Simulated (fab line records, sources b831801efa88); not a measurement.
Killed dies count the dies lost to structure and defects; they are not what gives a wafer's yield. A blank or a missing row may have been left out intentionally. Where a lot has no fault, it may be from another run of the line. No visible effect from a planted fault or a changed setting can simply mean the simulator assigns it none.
One fault seen from 2 desks :: flow sky130 :: every desk sees just its own numbers, and what lay behind them comes last

## FROM THE METROLOGY DESK
Means of the sampled wafers that have a number, per lot and without regard to the tool the lot ran on: this is what the gauges read. If a lot's mean is further than 4 standard deviations from the usual mean, the lot is out of limits and carries the mark OUT (the distance appears in the brackets).
Columns: A = PASSIVATION_CVD_02_THK at SKY_PASSIVATION_THK_MEAS_03, usual 542 nm
lot: L890
first seen here: day 44 17:48
A: 544

lot: L889
first seen here: day 44 20:13
A: 539

lot: L893
first seen here: day 44 20:21
A: 547

lot: L891
first seen here: day 44 22:21
A: 541

lot: L896
first seen here: day 44 22:41
A: 537

lot: L895
first seen here: day 44 22:42
A: 534

lot: L898
first seen here: day 46 00:42
A: 544

lot: L899
first seen here: day 46 04:08
A: 535

lot: L908
first seen here: day 49 20:24
A: 539

lot: L906
first seen here: day 49 23:01
A: 542

lot: L909
first seen here: day 50 02:05
A: 546

lot: L912
first seen here: day 50 04:26
A: 548
This desk's verdict: no lot among the 12 shows anything out of limits.

## TOOL OWNER'S DESK, cvdW-02
The tool's own readings at SKY_VIA1_CVD_21 (deposits W, target thk 270 nm, time 80.902 s): means of the sampled wafers that have a number, for each lot that ran on this tool. If a lot's mean is further than 4 standard deviations from the usual mean, the lot is out of limits and carries the mark OUT (the distance appears in the brackets).
Columns: A = heaterPowerW at SKY_VIA1_CVD_21, usual 824 W
lot: L890
first seen here: day 35 02:41
A: 785

lot: L889
first seen here: day 35 03:59
A: 823

lot: L893
first seen here: day 35 05:04
A: 789

lot: L895
first seen here: day 35 05:53
A: 752

lot: L896
first seen here: day 35 08:32
A: 869

lot: L898
first seen here: day 36 14:23
A: 750

lot: L906
first seen here: day 41 12:43
A: 833

lot: L909
first seen here: day 41 14:30
A: 824
This desk's verdict: no lot among the 8 shows anything out of limits.

## PUT TOGETHER
At the metrology desk, nothing out of limits was observed.
The desk of the tool owner found nothing out of limits.

## WHAT THE SIMULATOR HAD PUT IN
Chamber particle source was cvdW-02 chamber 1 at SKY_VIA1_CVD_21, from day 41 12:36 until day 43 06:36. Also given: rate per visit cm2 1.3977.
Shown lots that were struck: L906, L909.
